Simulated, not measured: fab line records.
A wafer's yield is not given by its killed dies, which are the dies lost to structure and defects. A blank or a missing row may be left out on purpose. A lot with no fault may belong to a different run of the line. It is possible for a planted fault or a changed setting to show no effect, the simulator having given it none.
Chamber matching	flow sky130	SKY_VIA2_HDPCVD_00 on hdpcvd-01 has 3 sister chambers
The step deposits SiO2, target thk 1180 nm, time 196.7 s. 3 wafers are shown with their chamber, then 9 later ones without.

WAFERS PAIRED WITH THEIR CHAMBERS
wafer	chamber	run length s (s)
L622.1	0	224.4
L634.1	1	224.9
L634.5	2	223.8

WAFERS WITH NO CHAMBER GIVEN
wafer	run length s (s)
L633.2	224.0
L633.4	224.3
L633.5	224.3
L636.2	223.9
L636.3	224.6
L636.6	224.5
L638.1	224.5
L638.3	224.7
L638.6	224.9

WHICH CHAMBER EACH ONE RAN IN
wafer	from the rows above	in truth
L633.2	can't be placed: 2 or 0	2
L633.4	0	0
L633.5	0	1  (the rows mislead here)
L636.2	2	2
L636.3	can't be placed: 0 or 1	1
L636.6	0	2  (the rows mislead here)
L638.1	0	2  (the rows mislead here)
L638.3	can't be placed: 1 or 0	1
L638.6	1	1
3 of 9 placed correctly. Unplaceable from these rows: 3, with the true chamber sitting among the candidates in 3. Placed wrongly: 3.
How it was worked out, from the rows above alone: a wafer's distance from a chamber is the root of the sum, over the readings, of the square of ((its reading less the chamber's mean) divided by the reading's scatter). If the next closest chamber is less than 2 further off than the closest, the wafer can't be placed; otherwise it belongs to the closest. The mean given for a chamber averages the wafers shown for that chamber. The scatter (one wafer shown for each chamber): square how far every hidden wafer sits from the nearest shown wafer, average those squares and take the square root.
